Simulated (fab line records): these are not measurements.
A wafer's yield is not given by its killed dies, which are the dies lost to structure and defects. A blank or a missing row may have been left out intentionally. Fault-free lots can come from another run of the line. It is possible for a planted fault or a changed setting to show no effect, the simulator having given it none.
A lot that was struck, set against a sound lot	flow sky130	43 steps out of a route of 708
Sound: these wafers, L340.1, L340.4, L340.5. The struck wafers were L351.1, L351.5, L351.6. The cause is given at the end.
At each step with rows: each side's tool, then ch and its chambers, then its first start. Under that, the readings that differ: sound wafers	struck wafers	difference of the means	sigmas: that difference in standard deviations of wafers without a fault.
alike: readings with means less than 2 such deviations apart, plus words and numbers identical on both sides. not compared: withheld readings, readings lacking a value on some wafer, bounds such as >300 that could conceal the same value, and numbers that have no deviation in the record and whose values overlap.
The two part at a step that has a row with sigmas, a row that says differs or no value, or rows on one side only. When numbers do not overlap yet have no deviation, they are printed without sigmas and do not part them. A reading that every wafer of one side lacks parts them only if that side has two wafers or more.

first, 4 steps without rows for these wafers: SKY_VIA2_STRIP_17 (strips in post etch residue remover, time 1200 s); SKY_VIA2_CLEAN_18 (cleans in IPA, time 180 s); SKY_VIA2_CLEAN_19 (cleans in O3/DIW); SKY_VIA2_SPUTTER_20 (material TiN, target thk 20 nm, time 80 s).
SKY_VIA2_CVD_21: deposits W, target thk 420 nm, time 126.4 s.
  sound on cvd w-01 ch 0,1, day 36 19:33; struck on cvd w-01 ch 0,1, day 40 18:00
  alike: heater power w
SKY_VIA2_RS_MEAS_22: uses a four-point probe to measure.
  sound: film metro-01 at day 36 19:41; struck: film metro-03 at day 40 18:08
  alike: VIA2_W_RS
SKY_VIA2_THK_MEAS_23: measures by xrf.
  sound: film metro-01 at day 36 19:48; struck: film metro-03 at day 40 18:15
  alike: VIA2_W_THK
SKY_VIA2_CMP_24: polishes, stops on SiO2, t overpolish 20 s, target thk 0 nm.
  sound on cmp-01 ch 0,1,3, day 36 19:55; struck on cmp-01 ch 1,2,3, day 40 18:28
  alike: motor current A, overpolish run s, slurry flow ml min, time to endpoint s
then, 1 step without rows for these wafers: SKY_METAL3_SPUTTER_00 (material Ti, target thk 15 nm, time 10 s).
SKY_METAL3_SPUTTER_01: material TiN, target thk 20 nm, time 16.7 s.
  sound: pvd sputter-04 at day 36 20:11; struck: pvd sputter-02 at day 40 18:38
  alike: cathode dc power W, chamber pressure pa, throttle valve pct
SKY_METAL3_SPUTTER_02: material AlCu, target thk 735 nm, time 39.1 s.
  sound: pvd sputter-04 at day 36 20:13; struck: pvd sputter-02 at day 40 18:40
  alike: cathode dc power W, chamber pressure pa, throttle valve pct
then, 1 step without rows for these wafers: SKY_METAL3_SPUTTER_03 (material Ti, target thk 5 nm, time 3.3 s).
SKY_METAL3_SPUTTER_04: material TiN, target thk 70 nm, time 58.3 s.
  sound: pvd sputter-04 at day 36 20:16; struck: pvd sputter-02 at day 40 18:43
reading	sound	struck	difference	sigmas
throttle valve pct (%)	32.4 31.7 32.9	30.6 29.2 30.5	-2.2	-2
  alike: cathode dc power W, chamber pressure pa
then, 1 step without rows for these wafers: SKY_CAPM_CVD_00 (deposits SiO2, target thk 15.5 nm).
SKY_CAPM_THK_MEAS_01:
  sound: film metro-04 at day 36 20:20; struck: film metro-04 at day 40 18:47
  alike: CAPM_CVD_00_THK
then, 1 step without rows for these wafers: SKY_CAPM_SPUTTER_02 (material TiN, target thk 200 nm, time 166.7 s).
SKY_CAPM_RS_MEAS_03: uses a four-point probe to measure.
  sound: film metro-02 at day 36 20:31; struck: film metro-04 at day 40 18:57
  alike: CAPM_TIN_RS
SKY_CAPM_THK_MEAS_04: measures by xrf.
  sound: film metro-02 at day 36 20:38; struck: film metro-04 at day 40 19:04
  alike: CAPM_TIN_THK
then, 7 steps without rows for these wafers: SKY_CAPM_DEHYDRATE_05 (time 60 s); SKY_CAPM_HMDS_06 (prime time 60 s); SKY_CAPM_COAT_07 (resist thk 1140 nm); SKY_CAPM_SOFTBAKE_08 (time 60 s); SKY_CAPM_EXPOSE_09 (exposes mask CAPM, target cd 1000 nm); SKY_CAPM_PEB_10; SKY_CAPM_DEVELOP_11 (develop time 60 s).
SKY_CAPM_OVL_MEAS_12:
  sound: overlay-01 at day 37 22:02; struck: overlay-01 at day 41 18:13
  alike: CAPM_OVL
SKY_CAPM_METAL_ETCH_13: etches TiN in Cl2/BCl3, stops on SiO2, target depth 220 nm, time 62.9 s.
  sound on rie metal-04 ch 0,1, day 37 22:04; struck on rie metal-01 ch 0,1, day 41 18:15
  alike: drypump motor current A, oes product au, throttle valve pct
  not compared: rf hours counter h
then, 12 steps without rows for these wafers: SKY_CAPM_STRIP_14 (strips in O2/N2); SKY_CAPM_STRIP_15 (strips in post etch residue remover, time 1200 s); SKY_CAPM_CLEAN_16 (cleans in IPA, time 180 s); SKY_CAPM_CLEAN_17 (cleans in O3/DIW); SKY_METAL3_DEHYDRATE_05 (time 60 s); SKY_METAL3_HMDS_06 (prime time 60 s); SKY_METAL3_COAT_07 (resist thk 60 nm); SKY_METAL3_COAT_08 (resist thk 1140 nm); SKY_METAL3_SOFTBAKE_09 (time 90 s); SKY_METAL3_EXPOSE_10 (exposes mask MM3, target cd 300 nm); SKY_METAL3_PEB_11; SKY_METAL3_DEVELOP_12 (develop time 60 s).
SKY_METAL3_CD_MEAS_13: target cd 300 nm.
  sound: cd sem-02 at day 38 23:19; struck: cd sem-02 at day 42 17:34
  alike: cd nm
SKY_METAL3_OVL_MEAS_14:
  sound: overlay-02 at day 38 23:26; struck: overlay-02 at day 42 17:41
  alike: METAL3_OVL
then, 1 step without rows for these wafers: SKY_METAL3_DESCUM_15 (chemistry O2, time 8 s).
-- the record jumps here: 6 days lie between the struck wafers' starts before and after (it left off in module METAL3 and takes up again in module PAD_OPEN, whose first step shown is number 708 of the route) --
SKY_PAD_OPEN_PROBE_99:
  sound: prober-01 at day 46 02:47; struck: prober-02 at day 49 04:17
reading	sound	struck	difference	sigmas
defect limited yield (%)	79.1 78.5 81.9	70.1 68.3 68.7	-10.8	-6
killed_at_M0_to_M3	52 55 45	108 113 111	+60	+9
killed dies	103 106 89	147 156 154	+53	+6
sort_bin_3_pad_short (%)	0.8 1.8 1.4	6.1 4.7 4.9	+3.9	+10
sort_bin_5_function (%)	11.6 11.6 10.6	17.1 21.1 18.9	+7.8	+5
sort n pass	389 386 403	345 336 338	-53	-6
sort yield pct (%)	79.1 78.5 81.9	70.1 68.3 68.7	-10.8	-6
model.etest.tester.sort n pass	389 386 403	345 336 338	-53	
model.etest.tester.sort yield pct (%)	79.06 78.46 81.91	70.12 68.29 68.7	-10.77	
model.etest.tester.sort_bin_5_pct (%)	11.59 11.59 10.57	17.07 21.14 18.9	+7.79	
model.etest.tester.sort_bin_3_pct (%)	0.813 1.829 1.423	6.098 4.675 4.878	+3.862	
  alike: killed_at_M4_up, killed at contacts, killed at front end, killed at other, killed open, killed short, sort_bin_6_memory

== WHERE THEY PART ==
At SKY_METAL3_SPUTTER_04 first; at SKY_PAD_OPEN_PROBE_99 last (within this record only).

WHY: whatever the simulator had introduced
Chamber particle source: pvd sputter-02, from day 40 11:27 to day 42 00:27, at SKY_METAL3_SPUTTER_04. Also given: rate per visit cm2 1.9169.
